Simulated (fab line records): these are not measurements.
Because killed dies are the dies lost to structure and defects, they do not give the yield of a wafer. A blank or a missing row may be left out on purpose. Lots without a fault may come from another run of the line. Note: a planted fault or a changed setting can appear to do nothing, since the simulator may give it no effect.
fab line records ; flow sky130
record: lots: 13; wafers: 37; lastDay: 50
route steps=708 shown FIELD_ISO@5 VT_ADJUST_HVTP@93 PAD_OPEN@708
lots untouched by any fault: they come from a run of this same line in which no faults occurred
startH: the number of hours between the record's first day and the start of the first shown wafer of the lot ; waitH: hours from the lot's prior step to this one ; " same as the row above ; L1.1+2: a row that stands for several wafers ; - either no value or no given start ; * or withheld: withheld ; < > ~ a bound
route shown NAME@n: names a module that has steps shown in the file, with the first one's number in the route ; usual: mean and standard deviation over wafers with no fault ; same: alike in all rows ; chamber/n: place in a boat ; sites: each site's reading ; _std_site: standard deviation of those values ; _edge_site: the outer-site mean with the inner-site mean subtracted ; radiusMm: for every site, how far away it sits from the centre of the wafer ; mask NAME#n: copy n ; behind: the tool/chamber that last shaped the wafer ; hold: why the lot went on hold/how many hours it stayed there/how the hold came to an end ; device: which transistor (n, p or np) failed to switch ; end of line: the tests these same wafers got at the end of their route ; a step with no rows: only its recipe ; killed: dies that structure and defects cost at the first sort, which is not the same as the wafer's yield ; map: dies across one wafer; x = killed, . = not, _ = none there
set.NAME: the run value of the setting; set.NAME@STEP: its run value at that earlier step ; model.NAME: the simulator's own value behind a step, which no gauge read
steps of the route over a sample of lots; a table a step, a row a wafer
services: from which hour (startH, from the record's first day; less than 0 if before it) a tool's chamber was out of use, for how many hours, and why
== steps ==
step: SKY_FIELD_ISO_THK_MEAS_04
recipe: reads: Si3N4_of_FIELD_ISO_CVD_03
usual: FIELD_ISO_CVD_03_THK: 164.6/1.3
lot.wafer;tool;chamber;startH;waitH;FIELD_ISO_CVD_03_THK[nm]
L923.3;filmMetro-01;-;18.78;0.0;164.3
L923.4;filmMetro-01;-;18.78;0.0;164.7
L923.6;filmMetro-01;-;18.78;0.0;164.6
L926.1;filmMetro-04;-;31.02;0.0;165.0
L926.2;filmMetro-04;-;31.02;0.0;166.5
L926.3;filmMetro-04;-;31.02;0.0;165.3
L925.3;filmMetro-02;-;31.04;0.0;166.6
L925.4;filmMetro-02;-;31.04;0.0;164.9
L925.5;filmMetro-02;-;31.04;0.0;165.4
L928.1;filmMetro-01;-;38.67;0.0;164.6
L928.3;filmMetro-01;-;38.67;0.0;165.3
L928.4;filmMetro-01;-;38.67;0.0;164.9
L929.2;filmMetro-04;-;46.17;0.0;165.0
L929.4;filmMetro-04;-;46.17;0.0;165.6
L929.5;filmMetro-04;-;46.17;0.0;164.1
L931.1;filmMetro-01;-;54.76;0.0;165.1
L931.4;filmMetro-01;-;54.76;0.0;167.1
L931.5;filmMetro-01;-;54.76;0.0;167.2
L932.3;filmMetro-02;-;60.69;0.0;164.7
L932.5;filmMetro-02;-;60.69;0.0;163.0
L932.6;filmMetro-02;-;60.69;0.0;164.8
L933.1;filmMetro-02;-;64.47;0.0;162.8
L933.4;filmMetro-02;-;64.47;0.0;164.3
L933.6;filmMetro-02;-;64.47;0.0;164.2
L936.2;filmMetro-02;-;79.75;0.0;165.3
L936.4;filmMetro-02;-;79.75;0.0;166.4
L936.6;filmMetro-02;-;79.75;0.0;166.2
L939.5;filmMetro-01;-;93.52;0.0;162.8
L939.6;filmMetro-01;-;93.52;0.0;162.9
L941.5;filmMetro-01;-;103.52;0.0;162.7
L941.6;filmMetro-01;-;103.52;0.0;163.8
L943.2;filmMetro-02;-;114.27;0.0;164.8
L943.4;filmMetro-02;-;114.27;0.0;164.6
L943.6;filmMetro-02;-;114.27;0.0;164.2
L944.2;filmMetro-01;-;120.78;0.0;163.9
L944.4;filmMetro-01;-;120.78;0.0;163.6
L944.5;filmMetro-01;-;120.78;0.0;163.4
step: SKY_FIELD_ISO_ETCH_17
recipe: targetDepthA: 3420; maskMaterial: Si3N4; chemistry: HBr/Cl2/O2; target: Si; taperDeg: 5; icpW: 600; biasW: 150; pressureMtorr: 15; HBr_flow_sccm: 150; Cl2_flow_sccm: 40; O2_flow_sccm: 6; timeS: 97.7
usual: biasW: 150.0/0.43; drypumpMotorCurrentA: 5.8/0.51; oesProductAu: 1.002/0.0087; rfFwdPowerW: 596.7/2.3; runLengthS: 126.1/0.67; throttleValvePct: 25.656/0.011
lot.wafer;tool;chamber;startH;waitH;biasW;drypumpMotorCurrentA;oesProductAu;rfFwdPowerW;rfHoursCounterH;runLengthS;throttleValvePct
L923.3;rieSi-01;3;31.53;0.0;149.2;6.2;1.012;592.3;26;126.6;25.657
L923.4;rieSi-01;2;31.53;0.0;150.5;5.7;1.003;597.3;7;125.5;25.645
L923.6;rieSi-01;1;31.53;0.0;150.2;6.1;1.013;596.8;-;126.8;25.652
L926.1;rieSi-01;0;44.76;0.1;150.1;5.5;0.993;598.2;100;125.6;25.661
L926.2;rieSi-01;3;44.76;0.1;149.8;6.2;1.004;594.8;26;127.2;25.658
L926.3;rieSi-01;1;44.76;0.1;150.1;6.0;1.007;597.8;90;126.7;25.654
L925.3;rieSi-02;3;44.93;0.0;150.1;4.7;1.001;594.6;133;127.3;25.674
L925.4;rieSi-02;3;44.93;0.0;150.4;4.7;1.007;593.6;-;127.2;25.645
L925.5;rieSi-02;0;44.93;0.0;150.4;6.0;1.006;595.7;-;125.7;25.659
L928.1;rieSi-01;3;52.66;0.1;150.1;6.2;1.010;596.0;26;126.8;25.648
L928.3;rieSi-01;2;52.66;0.1;150.3;5.7;1.006;599.9;7;125.6;25.644
L928.4;rieSi-01;0;52.66;0.1;150.0;5.5;0.990;598.1;100;125.3;25.668
L929.2;rieSi-01;1;60.86;0.1;150.7;6.1;1.015;595.1;90;126.6;25.675
L929.4;rieSi-01;0;60.86;0.1;150.7;5.5;0.985;597.4;100;125.8;25.681
L929.5;rieSi-01;0;60.86;0.1;149.9;5.5;0.985;594.8;-;125.6;25.683
L931.1;rieSi-02;2;71.28;0.1;149.8;6.4;1.010;597.9;2;125.7;25.660
L931.4;rieSi-02;0;71.28;0.1;150.4;6.0;0.994;594.5;-;125.5;25.668
L931.5;rieSi-02;2;71.28;0.1;149.5;6.4;1.000;596.4;-;126.3;25.661
L932.3;rieSi-01;0;78.17;0.0;149.3;5.5;0.995;597.6;101;125.3;25.659
L932.5;rieSi-01;1;78.17;0.0;149.4;6.1;1.017;598.2;-;127.0;25.645
L932.6;rieSi-01;0;78.17;0.0;149.6;5.5;0.989;598.3;-;125.7;25.658
L933.1;rieSi-02;0;81.11;0.1;150.0;6.0;1.005;597.7;65;125.6;25.645
L933.4;rieSi-02;2;81.11;0.1;150.3;6.4;1.012;600.3;-;126.2;25.643
L933.6;rieSi-02;3;81.11;0.1;150.0;4.7;1.002;594.2;-;127.1;25.659
L936.2;rieSi-01;3;98.46;0.1;149.0;6.2;1.003;598.3;26;139.5;25.664
L936.4;rieSi-01;0;98.46;0.1;150.5;5.5;0.992;598.7;101;126.0;25.678
L936.6;rieSi-01;2;98.46;0.1;149.0;5.7;1.012;594.6;-;125.3;25.643
L939.5;rieSi-01;1;111.50;0.0;149.6;6.0;1.001;600.0;-;139.3;25.658
L939.6;rieSi-01;2;111.50;0.0;150.3;5.7;0.998;600.3;-;125.2;25.667
L941.5;rieSi-01;2;122.27;0.0;149.9;5.7;1.002;598.6;-;137.9;25.660
L941.6;rieSi-01;1;122.27;0.0;149.6;6.0;1.022;597.9;-;126.6;25.641
L943.2;rieSi-02;2;132.82;0.1;150.1;6.4;1.001;598.8;2;125.8;25.670
L943.4;rieSi-02;3;132.82;0.1;150.5;4.7;1.007;592.8;134;126.7;25.663
L943.6;rieSi-02;0;132.82;0.1;150.3;6.0;0.997;599.6;-;125.2;25.659
L944.2;rieSi-02;2;140.28;0.1;150.5;6.4;1.008;596.3;2;125.7;25.652
L944.4;rieSi-02;0;140.28;0.1;150.5;6.0;0.995;593.8;65;125.8;25.649
L944.5;rieSi-02;1;140.28;0.1;149.3;5.8;1.000;597.3;-;126.1;25.663
step: SKY_VT_ADJUST_HVTP_OVL_MEAS_08
usual: VT_ADJUST_HVTP_OVL: 0.7/1.5
lot.wafer;tool;chamber;startH;waitH;VT_ADJUST_HVTP_OVL[nm]
L923.3;overlay-02;-;133.99;0.1;-0.6
L923.4;overlay-02;-;133.99;0.1;-0.6
L923.6;overlay-02;-;133.99;0.1;-0.5
L925.3;overlay-02;-;142.33;0.1;1.7
L925.4;overlay-02;-;142.33;0.1;0.4
L925.5;overlay-02;-;142.33;0.1;2.6
L926.1;overlay-01;-;142.62;0.1;0.7
L926.2;overlay-01;-;142.62;0.1;0.2
L926.3;overlay-01;-;142.62;0.1;-2.5
L928.1;overlay-02;-;149.13;0.1;-0.2
L928.3;overlay-02;-;149.13;0.1;1.9
L928.4;overlay-02;-;149.13;0.1;2.7
L929.2;overlay-01;-;161.21;0.1;1.4
L929.4;overlay-01;-;161.21;0.1;2.1
L929.5;overlay-01;-;161.21;0.1;1.8
L931.1;overlay-02;-;170.51;0.1;-1.4
L931.4;overlay-02;-;170.51;0.1;-0.5
L931.5;overlay-02;-;170.51;0.1;-1.0
L932.3;overlay-02;-;177.97;0.1;1.4
L932.5;overlay-02;-;177.97;0.1;-0.1
L932.6;overlay-02;-;177.97;0.1;0.3
L933.1;overlay-01;-;186.47;0.1;1.3
L933.4;overlay-01;-;186.47;0.1;0.9
L933.6;overlay-01;-;186.47;0.1;1.6
L936.2;overlay-02;-;203.61;0.1;0.1
L936.4;overlay-02;-;203.61;0.1;1.2
L936.6;overlay-02;-;203.61;0.1;-0.3
L939.5;overlay-01;-;222.04;0.0;-0.1
L939.6;overlay-01;-;222.04;0.0;-1.8
L941.5;overlay-01;-;233.69;0.0;0.3
L941.6;overlay-01;-;233.69;0.0;1.1
L943.2;overlay-01;-;249.91;0.1;1.9
L943.4;overlay-01;-;249.91;0.1;2.7
L943.6;overlay-01;-;249.91;0.1;3.6
L944.2;overlay-01;-;256.24;0.1;0.4
L944.4;overlay-01;-;256.24;0.1;-0.1
L944.5;overlay-01;-;256.24;0.1;-0.4
step: SKY_VT_ADJUST_HVTP_STRIP_10
recipe: chemistry: O2/N2; powerW: 1400; pressureMtorr: 1500; platenTempC: withheld; o2FlowSccm: 3000; n2FlowSccm: 300; overashFraction: 0.5
usual: drypumpMotorCurrentA: 5.9/0.31; oesProductAu: 0.715/0.0046; stripTimeToEndpointS: 14.20/0.04
same: overashFraction: 0.5
lot.wafer;tool;chamber;startH;waitH;drypumpMotorCurrentA;oesProductAu;rfHoursCounterH;stripTimeToEndpointS
L923.3;plasmaAsher-01;1;134.20;0.1;6.2;0.713;-;14.21
L923.4;plasmaAsher-01;0;134.20;0.1;5.9;0.717;-;14.17
L923.6;plasmaAsher-01;0;134.20;0.1;5.9;0.714;-;14.16
L925.3;plasmaAsher-03;0;142.54;0.1;6.0;0.715;-;14.24
L925.4;plasmaAsher-03;1;142.54;0.1;5.3;0.708;-;14.25
L925.5;plasmaAsher-03;0;142.54;0.1;6.0;0.717;-;14.20
L926.1;plasmaAsher-01;0;142.80;0.1;5.9;0.715;46;14.26
L926.2;plasmaAsher-01;1;142.80;0.1;6.2;0.721;46;14.23
L926.3;plasmaAsher-01;1;142.80;0.1;6.2;0.723;-;14.21
L928.1;plasmaAsher-02;0;149.32;0.1;5.8;0.713;3;14.21
L928.3;plasmaAsher-02;0;149.32;0.1;5.8;0.714;-;14.25
L928.4;plasmaAsher-02;1;149.32;0.1;5.7;0.713;-;14.26
L929.2;plasmaAsher-01;0;161.39;0.1;5.9;0.715;48;14.24
L929.4;plasmaAsher-01;0;161.39;0.1;5.9;0.720;-;14.20
L929.5;plasmaAsher-01;0;161.39;0.1;5.9;0.713;-;14.21
L931.1;plasmaAsher-01;1;170.69;0.1;6.2;0.721;49;14.22
L931.4;plasmaAsher-01;1;170.69;0.1;6.2;0.717;-;14.23
L931.5;plasmaAsher-01;0;170.69;0.1;5.9;0.713;-;14.27
L932.3;plasmaAsher-03;0;178.17;0.1;6.0;0.712;-;14.20
L932.5;plasmaAsher-03;1;178.17;0.1;5.3;0.720;-;14.15
L932.6;plasmaAsher-03;0;178.17;0.1;6.1;0.723;-;14.20
L933.1;plasmaAsher-03;1;186.65;0.1;5.3;0.724;53;14.29
L933.4;plasmaAsher-03;0;186.65;0.1;6.1;0.712;-;14.23
L933.6;plasmaAsher-03;0;186.65;0.1;6.1;0.726;-;14.21
L936.2;plasmaAsher-02;0;203.79;0.1;5.8;0.715;7;14.17
L936.4;plasmaAsher-02;1;203.79;0.1;5.8;0.715;-;14.21
L936.6;plasmaAsher-02;1;203.79;0.1;5.8;0.712;-;14.18
L939.5;plasmaAsher-01;0;222.27;0.1;5.9;0.714;-;14.16
L939.6;plasmaAsher-01;1;222.27;0.1;6.2;0.718;-;14.17
L941.5;plasmaAsher-03;0;233.92;0.1;6.1;0.717;-;14.22
L941.6;plasmaAsher-03;1;233.92;0.1;5.3;0.716;-;14.21
L943.2;plasmaAsher-03;1;250.09;0.1;5.3;0.715;59;14.11
L943.4;plasmaAsher-03;0;250.09;0.1;6.1;0.711;-;14.18
L943.6;plasmaAsher-03;0;250.09;0.1;6.1;0.718;-;14.16
L944.2;plasmaAsher-01;1;256.42;0.1;6.2;0.716;57;14.23
L944.4;plasmaAsher-01;1;256.42;0.1;6.2;0.710;-;14.20
L944.5;plasmaAsher-01;1;256.42;0.1;6.2;0.706;-;14.24
step: SKY_PAD_OPEN_PROBE_99
usual: killed_at_M0_to_M3: 43/7.3; killed_at_M4_up: 3.1/1.7; killedAtContacts: 25/5.3; killedAtFrontEnd: 15/4.3; killedAtOther: 0.2/0.54; killedDies: 87/10; killedOpen: 48/7.6; killedShort: 38/6.1
same: grossDies: 492; killedAtBackSide: 0
lot.wafer;tool;chamber;startH;waitH;killed_at_M0_to_M3;killed_at_M4_up;killedAtContacts;killedAtFrontEnd;killedAtOther;killedDies;killedOpen;killedShort
L923.3;prober-02;-;1088.93;0.2;25;4;36;13;0;78;40;38
L923.4;prober-02;-;1088.98;0.2;34;1;25;10;0;70;38;32
L923.6;prober-02;-;1089.08;0.2;47;1;23;13;0;84;47;37
L926.1;prober-01;-;1094.67;0.1;48;4;27;13;0;92;51;41
L926.2;prober-01;-;1094.72;0.1;40;4;24;17;0;85;50;35
L926.3;prober-01;-;1094.77;0.2;41;2;19;15;0;77;44;33
L925.3;prober-02;-;1096.61;0.2;41;2;21;19;0;83;44;39
L925.4;prober-02;-;1096.66;0.2;45;1;35;15;0;96;51;45
L925.5;prober-02;-;1096.71;0.2;47;0;40;13;0;100;63;37
L928.1;prober-01;-;1098.28;0.1;51;1;27;21;0;100;62;38
L928.3;prober-01;-;1098.38;0.2;49;0;29;14;0;92;54;38
L928.4;prober-01;-;1098.43;0.2;35;3;36;10;0;84;53;31
L929.2;prober-02;-;1122.58;0.1;35;4;23;10;0;72;45;27
L929.4;prober-02;-;1122.68;0.2;59;0;25;18;0;102;56;46
L929.5;prober-02;-;1122.73;0.2;45;6;19;14;0;84;43;40
L931.1;prober-01;-;1127.10;0.1;39;2;35;17;0;93;46;47
L931.4;prober-01;-;1127.25;0.2;43;2;22;9;0;76;42;34
L931.5;prober-01;-;1127.30;0.2;44;3;21;9;1;78;45;33
L932.3;prober-01;-;1135.65;0.2;47;6;27;19;0;99;61;38
L932.5;prober-01;-;1135.75;0.2;55;4;32;16;0;107;64;43
L932.6;prober-01;-;1135.80;0.2;45;3;28;10;0;86;48;37
L933.1;prober-01;-;1145.53;0.1;38;1;24;9;0;72;47;25
L933.4;prober-01;-;1145.68;0.2;32;2;22;18;2;76;46;30
L933.6;prober-01;-;1145.78;0.2;53;2;18;15;0;88;46;42
L936.2;prober-01;-;1151.89;0.1;33;4;23;20;0;80;42;38
L936.4;prober-01;-;1151.99;0.2;35;2;22;25;0;84;39;45
L936.6;prober-01;-;1152.09;0.2;40;1;23;17;0;81;55;26
L939.5;prober-01;-;1169.51;0.2;41;1;19;20;0;81;38;43
L939.6;prober-01;-;1169.56;0.2;30;3;20;22;0;75;36;39
L941.5;prober-02;-;1177.83;0.2;36;2;18;14;0;70;36;32
L941.6;prober-02;-;1177.88;0.2;35;7;28;20;0;90;63;27
L943.2;prober-02;-;1187.18;0.1;49;2;22;15;1;89;52;37
L943.4;prober-02;-;1187.28;0.2;50;2;28;15;0;95;52;42
L943.6;prober-02;-;1187.38;0.2;38;2;16;9;0;65;35;30
L944.2;prober-01;-;1192.96;0.1;45;3;34;24;0;106;65;38
L944.4;prober-01;-;1193.06;0.2;43;3;30;16;1;93;53;40
L944.5;prober-01;-;1193.11;0.2;50;7;27;11;0;95;48;45
killed by level:class
L923.3 CONTACT:geometricParticle:open=13 CONTACT:geometricParticle:short=10 LI_CONTACT:geometricParticle:open=6 VIA2:geometricParticle:open=5 FIELD_ISO:geometricParticle:short=4 METAL1:geometricParticle:short=4 VIA1:geometricParticle:short=4 VIA1:geometricParticle:open=4
L923.4 CONTACT:geometricParticle:open=13 VIA3:geometricParticle:open=7 VIA1:geometricParticle:short=6 CONTACT:geometricParticle:short=5 POLY_GATE:geometricParticle:short=4 LI_CONTACT:geometricParticle:open=4 METAL1:geometricParticle:short=4 VIA1:geometricParticle:open=4
L923.6 VIA1:geometricParticle:open=8 VIA2:geometricParticle:open=8 VIA3:geometricParticle:open=7 LI_CONTACT:geometricParticle:open=6 LOCAL_INTERCONNECT:geometricParticle:short=6 CONTACT:geometricParticle:open=6 METAL1:geometricParticle:short=6 POLY_GATE:geometricParticle:open=4
L926.1 VIA1:geometricParticle:open=13 CONTACT:geometricParticle:open=12 CONTACT:geometricParticle:short=8 VIA1:geometricParticle:short=7 VIA2:geometricParticle:short=7 VIA2:geometricParticle:open=6 LI_CONTACT:geometricParticle:open=5 VIA3:geometricParticle:open=4
L926.2 CONTACT:geometricParticle:open=8 VIA1:geometricParticle:open=8 VIA3:geometricParticle:open=8 LI_CONTACT:geometricParticle:open=7 METAL1:geometricParticle:short=6 FIELD_ISO:geometricParticle:short=5 LOCAL_INTERCONNECT:geometricParticle:short=5 VIA2:geometricParticle:open=5
L926.3 VIA1:geometricParticle:open=13 LI_CONTACT:geometricParticle:open=8 POLY_GATE:geometricParticle:short=7 VIA2:geometricParticle:open=7 METAL1:geometricParticle:short=6 CONTACT:geometricParticle:open=5 VIA1:geometricParticle:short=5 FIELD_ISO:geometricParticle:open=3
L925.3 VIA2:geometricParticle:open=10 VIA1:geometricParticle:open=8 CONTACT:geometricParticle:open=7 LOCAL_INTERCONNECT:geometricParticle:short=5 FIELD_ISO:geometricParticle:short=5 POLY_GATE:geometricParticle:short=5 CONTACT:geometricParticle:short=5 FIELD_ISO:geometricParticle:open=4
L925.4 CONTACT:geometricParticle:open=13 METAL2:geometricParticle:short=10 CONTACT:geometricParticle:short=8 LI_CONTACT:geometricParticle:open=7 VIA3:geometricParticle:open=7 VIA1:geometricParticle:open=7 VIA2:geometricParticle:open=5 METAL1:geometricParticle:short=5
L925.5 CONTACT:geometricParticle:open=16 LI_CONTACT:geometricParticle:open=12 CONTACT:geometricParticle:short=10 VIA1:geometricParticle:open=10 VIA3:geometricParticle:open=7 METAL1:geometricParticle:short=7 VIA1:geometricParticle:short=6 VIA2:geometricParticle:open=5
L928.1 VIA3:geometricParticle:open=14 VIA1:geometricParticle:open=10 VIA2:geometricParticle:open=7 LI_CONTACT:geometricParticle:open=6 CONTACT:geometricParticle:open=6 METAL1:geometricParticle:short=6 VIA1:geometricParticle:short=6 LOCAL_INTERCONNECT:geometricParticle:short=5
L928.3 VIA1:geometricParticle:open=17 CONTACT:geometricParticle:open=13 METAL1:geometricParticle:short=8 LI_CONTACT:geometricParticle:open=7 POLY_GATE:geometricParticle:short=5 CONTACT:geometricParticle:short=5 VIA1:geometricParticle:short=5 VIA3:geometricParticle:open=5
L928.4 CONTACT:geometricParticle:open=15 LI_CONTACT:geometricParticle:open=12 VIA1:geometricParticle:open=11 METAL2:geometricParticle:short=6 FIELD_ISO:geometricParticle:open=5 VIA1:geometricParticle:short=5 LOCAL_INTERCONNECT:geometricParticle:short=4 LI_CONTACT:geometricParticle:short=3
L929.2 LI_CONTACT:geometricParticle:open=9 CONTACT:geometricParticle:open=9 VIA1:geometricParticle:open=7 METAL1:geometricParticle:open=4 VIA2:geometricParticle:open=4 METAL3:geometricParticle:short=4 VIA3:geometricParticle:open=4 FIELD_ISO:geometricParticle:short=3
L929.4 VIA1:geometricParticle:open=16 CONTACT:geometricParticle:open=9 VIA1:geometricParticle:short=9 VIA3:geometricParticle:open=8 METAL1:geometricParticle:short=7 LI_CONTACT:geometricParticle:open=6 FIELD_ISO:geometricParticle:short=4 POLY_GATE:geometricParticle:open=4
L929.5 VIA1:geometricParticle:short=10 METAL2:geometricParticle:short=9 CONTACT:geometricParticle:open=8 VIA1:geometricParticle:open=7 LI_CONTACT:geometricParticle:open=5 VIA3:geometricParticle:open=5 FIELD_ISO:geometricParticle:open=4 FIELD_ISO:geometricParticle:short=4
L931.1 CONTACT:geometricParticle:open=11 CONTACT:geometricParticle:short=10 VIA1:geometricParticle:open=9 LOCAL_INTERCONNECT:geometricParticle:short=8 VIA3:geometricParticle:open=6 FIELD_ISO:geometricParticle:short=5 FIELD_ISO:geometricParticle:open=5 VIA1:geometricParticle:short=4
L931.4 VIA1:geometricParticle:open=10 CONTACT:geometricParticle:open=8 VIA3:geometricParticle:open=8 VIA1:geometricParticle:short=6 METAL2:geometricParticle:short=6 LI_CONTACT:geometricParticle:open=4 METAL1:geometricParticle:short=4 LOCAL_INTERCONNECT:geometricParticle:short=4
L931.5 VIA1:geometricParticle:open=13 CONTACT:geometricParticle:open=8 VIA2:geometricParticle:open=6 VIA3:geometricParticle:open=5 CONTACT:geometricParticle:short=5 VIA3:geometricParticle:short=5 LI_CONTACT:geometricParticle:open=4 METAL2:geometricParticle:short=3
L932.3 CONTACT:geometricParticle:open=13 VIA1:geometricParticle:open=12 VIA2:geometricParticle:open=11 VIA3:geometricParticle:open=6 POLY_GATE:geometricParticle:short=5 POLY_GATE:geometricParticle:open=4 VIA3:geometricParticle:short=4 LI_CONTACT:geometricParticle:open=4
L932.5 CONTACT:geometricParticle:open=15 VIA1:geometricParticle:open=13 VIA3:geometricParticle:open=11 VIA2:geometricParticle:open=7 LI_CONTACT:geometricParticle:open=6 VIA1:geometricParticle:short=6 METAL2:geometricParticle:short=5 CONTACT:geometricParticle:short=5
L932.6 VIA1:geometricParticle:open=13 CONTACT:geometricParticle:open=10 LI_CONTACT:geometricParticle:open=7 VIA3:geometricParticle:open=6 VIA2:geometricParticle:open=5 METAL1:geometricParticle:short=5 VIA1:geometricParticle:short=5 LI_CONTACT:geometricParticle:short=4
L933.1 VIA1:geometricParticle:open=11 CONTACT:geometricParticle:open=10 METAL2:geometricParticle:short=8 LI_CONTACT:geometricParticle:open=6 VIA2:geometricParticle:open=6 VIA3:geometricParticle:open=6 CONTACT:geometricParticle:short=4 FIELD_ISO:geometricParticle:open=3
L933.4 CONTACT:geometricParticle:open=9 VIA1:geometricParticle:open=7 VIA3:geometricParticle:open=6 POLY_GATE:geometricParticle:short=5 LI_CONTACT:geometricParticle:open=5 FIELD_ISO:geometricParticle:open=4 METAL1:geometricParticle:short=4 POLY_GATE:geometricParticle:open=3
L933.6 VIA3:geometricParticle:open=13 FIELD_ISO:geometricParticle:open=7 METAL1:geometricParticle:short=7 VIA1:geometricParticle:open=7 METAL2:geometricParticle:short=6 POLY_GATE:geometricParticle:short=5 LI_CONTACT:geometricParticle:open=5 CONTACT:geometricParticle:open=5
L936.2 CONTACT:geometricParticle:open=11 VIA1:geometricParticle:open=8 FIELD_ISO:geometricParticle:open=5 POLY_GATE:geometricParticle:short=5 METAL1:geometricParticle:short=5 VIA1:geometricParticle:short=5 LI_CONTACT:geometricParticle:open=4 CONTACT:geometricParticle:short=4
L936.4 VIA3:geometricParticle:open=10 POLY_GATE:geometricParticle:short=8 CONTACT:geometricParticle:short=8 CONTACT:geometricParticle:open=7 FIELD_ISO:geometricParticle:short=5 POLY_GATE:geometricParticle:open=5 VIA1:geometricParticle:short=5 VIA2:geometricParticle:open=4
L936.6 VIA1:geometricParticle:open=10 CONTACT:geometricParticle:open=10 VIA3:geometricParticle:open=9 METAL1:geometricParticle:short=8 POLY_GATE:geometricParticle:open=6 VIA2:geometricParticle:open=6 LI_CONTACT:geometricParticle:open=5 LI_CONTACT:geometricParticle:short=4
L939.5 VIA1:geometricParticle:open=7 METAL2:geometricParticle:short=7 FIELD_ISO:geometricParticle:short=6 CONTACT:geometricParticle:short=6 VIA1:geometricParticle:short=6 FIELD_ISO:geometricParticle:open=5 METAL2:geometricParticle:open=5 CONTACT:geometricParticle:open=4
L939.6 VIA1:geometricParticle:open=8 CONTACT:geometricParticle:open=7 POLY_GATE:geometricParticle:short=6 FIELD_ISO:geometricParticle:short=5 LI_CONTACT:geometricParticle:open=5 VIA1:geometricParticle:short=5 LOCAL_INTERCONNECT:geometricParticle:short=4 METAL2:geometricParticle:short=4
L941.5 VIA1:geometricParticle:open=8 LI_CONTACT:geometricParticle:open=7 CONTACT:geometricParticle:open=7 POLY_GATE:geometricParticle:short=5 VIA3:geometricParticle:open=5 FIELD_ISO:geometricParticle:open=4 METAL1:geometricParticle:short=4 METAL2:geometricParticle:short=4
L941.6 CONTACT:geometricParticle:open=17 VIA1:geometricParticle:open=14 VIA2:geometricParticle:open=7 LI_CONTACT:geometricParticle:open=6 POLY_GATE:geometricParticle:open=6 FIELD_ISO:geometricParticle:short=5 METAL4:geometricParticle:short=5 METAL3:geometricParticle:short=4
L943.2 METAL2:geometricParticle:short=9 FIELD_ISO:geometricParticle:open=8 CONTACT:geometricParticle:open=8 VIA3:geometricParticle:open=8 VIA2:geometricParticle:open=7 VIA1:geometricParticle:open=7 LI_CONTACT:geometricParticle:open=5 FIELD_ISO:geometricParticle:short=4
L943.4 CONTACT:geometricParticle:open=11 VIA1:geometricParticle:open=9 LI_CONTACT:geometricParticle:open=8 VIA2:geometricParticle:open=7 VIA1:geometricParticle:short=6 METAL2:geometricParticle:short=6 FIELD_ISO:geometricParticle:open=5 FIELD_ISO:geometricParticle:short=5
L943.6 VIA1:geometricParticle:open=8 LI_CONTACT:geometricParticle:open=6 LI_CONTACT:geometricParticle:short=5 METAL1:geometricParticle:short=5 VIA2:geometricParticle:open=5 VIA3:geometricParticle:open=5 METAL2:geometricParticle:short=4 VIA1:geometricParticle:short=3
L944.2 CONTACT:geometricParticle:open=14 VIA1:geometricParticle:open=13 CONTACT:geometricParticle:short=9 LI_CONTACT:geometricParticle:open=7 VIA2:geometricParticle:open=7 SPACER:geometricParticle:open=5 VIA3:geometricParticle:short=5 FIELD_ISO:geometricParticle:short=4
L944.4 CONTACT:geometricParticle:open=11 VIA2:geometricParticle:open=11 LI_CONTACT:geometricParticle:open=9 VIA1:geometricParticle:open=7 FIELD_ISO:geometricParticle:short=5 METAL1:geometricParticle:short=5 METAL3:geometricParticle:short=5 FIELD_ISO:geometricParticle:open=4
L944.5 VIA1:geometricParticle:open=14 CONTACT:geometricParticle:short=10 CONTACT:geometricParticle:open=9 METAL2:geometricParticle:short=8 LI_CONTACT:geometricParticle:open=6 VIA2:geometricParticle:open=6 METAL1:geometricParticle:short=5 METAL3:geometricParticle:short=5
== services ==
tool;chamber;startH;hours;kind
rieSi-02;1;37.84;50.9;repair
plasmaAsher-01;-;72.54;1.5;repair
rieSi-02;2;92.66;10.9;repair
plasmaAsher-02;-;108.75;9.0;pm
plasmaAsher-02;0;108.75;9.0;ventCycle
plasmaAsher-02;1;108.75;9.0;ventCycle
plasmaAsher-02;0;117.75;-;clean
plasmaAsher-02;1;117.75;-;clean
rieSi-02;3;152.18;-;clean
rieSi-02;3;152.18;14.5;scheduledDown
rieSi-02;3;152.18;14.5;ventCycle
plasmaAsher-03;-;162.68;1.5;repair
plasmaAsher-02;-;185.82;7.5;repair
rieSi-02;3;211.26;10.5;repair
rieSi-01;0;211.81;4.2;repair
rieSi-02;1;216.63;8.6;repair
plasmaAsher-03;-;219.56;2.9;repair
rieSi-02;2;220.56;6.7;repair
== key ==
firstSign: step: SKY_FIELD_ISO_ETCH_17; reading: runLengthS; direction: up; sigmas: 19; usual: *; struck: *
effect none on later readings
metAt SKY_FIELD_ISO_ETCH_17
struckLots L936,L939,L941
struckWafers L936.2,L939.5,L941.5
testerLeftOut L936,L939,L941
notActingAt SKY_FIELD_ISO_THK_MEAS_04,SKY_VT_ADJUST_HVTP_OVL_MEAS_08,SKY_VT_ADJUST_HVTP_STRIP_10
onsetBetween 78.17 98.46
fault: kind: processParameterDrift; tool: rieSi-01; chamber: -; onsetH: 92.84; steps: SKY_FIELD_ISO_ETCH_17; channel: timeS; offset: *; shape: step; endH: 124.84; scope: struckWafersOnly; actsIn: *; stated: *
testerLeftOut: of these lots the tester's yield and bins aren't shown, on N5 and GAA mostly nor the transistor test; their killed dies are dies lost to structure and defects alone, not to doping, threshold or leakage, so they don't give the yield
